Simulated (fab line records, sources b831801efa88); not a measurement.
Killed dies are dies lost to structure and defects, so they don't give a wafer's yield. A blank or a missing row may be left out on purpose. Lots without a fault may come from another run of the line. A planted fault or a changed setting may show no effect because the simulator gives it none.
A struck lot beside a sound one | flow gf180mcu | 15 steps out of a route of 602
Sound: wafers L906.2, L906.5, L906.6. Struck: wafers L913.1, L913.2, L913.5. The cause comes at the end.
At each step with rows: each side's tool, then ch and its chambers, then its first start. Under that, the readings that differ: sound wafers | struck wafers | difference of the means | sigmas: that difference in standard deviations of wafers without a fault.
alike: readings whose means differ by less than 2 such deviations, and words and numbers that are the same on both sides. not compared: withheld readings, readings that some wafer has no value for, bounds like >300 that may hide the same value, and numbers for which the record gives no deviation and whose values overlap.
The two part at a step that has a row with sigmas, a row that says differs or no value, or rows on one side only. Numbers that don't overlap but have no deviation are shown without sigmas and don't part them. A reading that every wafer of one side lacks parts them only if that side has two wafers or more.

GF_V4_BOW_MEAS_05:
  sound on film_metro-01, day 24 02:27; struck on film_metro-01, day 26 12:25
  alike: V4_BOW
then, 8 steps without rows for these wafers: GF_V4_DEHYDRATE_06 (time 60 s); GF_V4_HMDS_07 (prime time 60 s); GF_V4_COAT_08; GF_V4_COAT_09 (resist thk 1000 nm); GF_V4_SOFTBAKE_10 (time 60 s); GF_V4_EXPOSE_11 (exposes mask Via4, target cd 260 nm); GF_V4_PEB_12 (peb time 90 s); GF_V4_DEVELOP_13 (develop time 60 s).
GF_V4_CD_MEAS_14: target cd 260 nm.
  sound on cd_sem-02, day 25 00:50; struck on cd_sem-01, day 27 08:13
  reading    | sound             | struck            | difference | sigmas
  cd_nm (nm) | 261.8 260.6 259.3 | 258.0 258.0 257.1 | -2.9       | -2
GF_V4_OVL_MEAS_15:
  sound on overlay-02, day 25 00:56; struck on overlay-01, day 27 08:20
  alike: V4_OVL
GF_V4_ETCH_16: etches BARC in N2/H2.
  sound on rie_diel-01 ch 2,3, day 25 00:58; struck on rie_diel-04 ch 0,3, day 27 08:22
  alike: bias_w, chamber_pressure_mTorr, drypump_motor_current_A, oes_product_au, throttle_valve_pct
GF_V4_ETCH_17: etches SiO2 in C4F8/O2/Ar, stops on TiN, target depth 630 nm.
  sound on rie_diel-01 ch 2,3, day 25 01:00; struck on rie_diel-04 ch 0,3, day 27 08:00
  no value came back on the struck wafers for bias_w (W), chamber_pressure_mTorr (mTorr), oes_product_au (a.u.); on the sound wafers bias_w (W) reads 1203 1197 1199
GF_V4_STRIP_18: strips in O2/N2.
  sound on plasma_asher-02 ch 0,1, day 25 01:06; struck on plasma_asher-03 ch 0,1, day 27 08:30
  reading               | sound             | struck            | difference | sigmas
  oes_product_au (a.u.) | 0.587 0.584 0.582 | 0.670 0.664 0.663 | +0.081     | +18
  alike: drypump_motor_current_A, heater_power_w
  not compared: rf_hours_counter_h
then, 1 step without rows for these wafers: GF_V4_STRIP_19 (strips in post etch residue remover, time 1200 s).

WHERE THEY PART
First at GF_V4_CD_MEAS_14; last, within this record, at GF_V4_STRIP_18.

WHY: what the simulator had put in
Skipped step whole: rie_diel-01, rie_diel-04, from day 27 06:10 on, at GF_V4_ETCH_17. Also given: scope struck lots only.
